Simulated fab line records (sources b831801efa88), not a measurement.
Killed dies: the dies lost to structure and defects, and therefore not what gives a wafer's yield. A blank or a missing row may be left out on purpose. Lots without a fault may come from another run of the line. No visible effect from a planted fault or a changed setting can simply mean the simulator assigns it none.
2 desks, one fault	flow sky130	numbers are kept per desk, each desk with only its own; the story behind them comes last

DESK OF THE TOOL OWNER: rie_diel-02
The tool's own readings at SKY_FIELD_ISO_ETCH_14 (etches BARC in N2/H2, stops on SiO2, time 45.9 s, target depth 60 nm): means of the sampled wafers that have a number, for each lot that ran on this tool. The brackets show how far a lot's mean lies from the usual mean; more than 4 standard deviations puts the lot out of limits, marked OUT.
Columns: A = drypump_motor_current_A at SKY_FIELD_ISO_ETCH_14, usual 5.7 A; B = oes_product_au at SKY_FIELD_ISO_ETCH_14, usual 0.854 a.u.; C = throttle_valve_pct at SKY_FIELD_ISO_ETCH_14, usual 13.225 %
lot	first seen here	A	B	C
L675	day 4 10:01	5.4	0.854	13.233
L677	day 4 20:26	5.5	0.855	13.219
L678	day 5 00:05	5.4	0.855	13.230
L679	day 5 05:52	5.7	0.828 (-5.6) OUT	13.222
L682	day 5 20:42	5.4	0.825 (-6.2) OUT	13.223
This desk's verdict: out of limits on L679, L682, starting with L679 at day 5 05:52 (oes_product_au at SKY_FIELD_ISO_ETCH_14). In limits: L675, L677, L678.

AT THE METROLOGY DESK
What the gauges read, lot by lot, whatever tool the lot ran on: means of the sampled wafers that have a number. The brackets show how far a lot's mean lies from the usual mean; more than 4 standard deviations puts the lot out of limits, marked OUT.
Columns: A = FIELD_ISO_OXIDATION_00_THK at SKY_FIELD_ISO_THK_MEAS_02, usual 11.99 nm; B = FIELD_ISO_CVD_24_THK at SKY_FIELD_ISO_THK_MEAS_25, usual 598 nm
lot	first seen here	A	B
L666	day 1 16:38	12.18	593
L671	day 2 18:01	12.24	599
L675	day 3 15:07	11.48	598
L677	day 4 01:03	12.29	601
L678	day 4 04:38	11.94	585
L679	day 4 11:16	12.03	597
L682	day 5 01:50	11.94	595
L683	day 5 06:04	11.94	599
L686	day 5 21:25	11.64	598
L687	day 6 02:38	11.93	602
Result from this desk: across the 10 lots, nothing is out of limits.

BROUGHT TOGETHER
At day 5 05:52, on L679, L682, the tool owner's desk was in a position to raise an alarm.
From the metrology desk's view, nothing was out of limits.
The metrology desk holds a record of L679, L682, inside its limits.
All the named lots went through SKY_FIELD_ISO_ETCH_14 on rie_diel-02.

WHAT THE SIMULATOR HAD PUT IN
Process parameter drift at SKY_FIELD_ISO_ETCH_14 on rie_diel-02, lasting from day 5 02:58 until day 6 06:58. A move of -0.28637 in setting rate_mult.
Shown lots that were struck: L679, L682.
Time in hours from fault onset to the first out-of-limits reading at each desk: the tool owner's desk, 3.
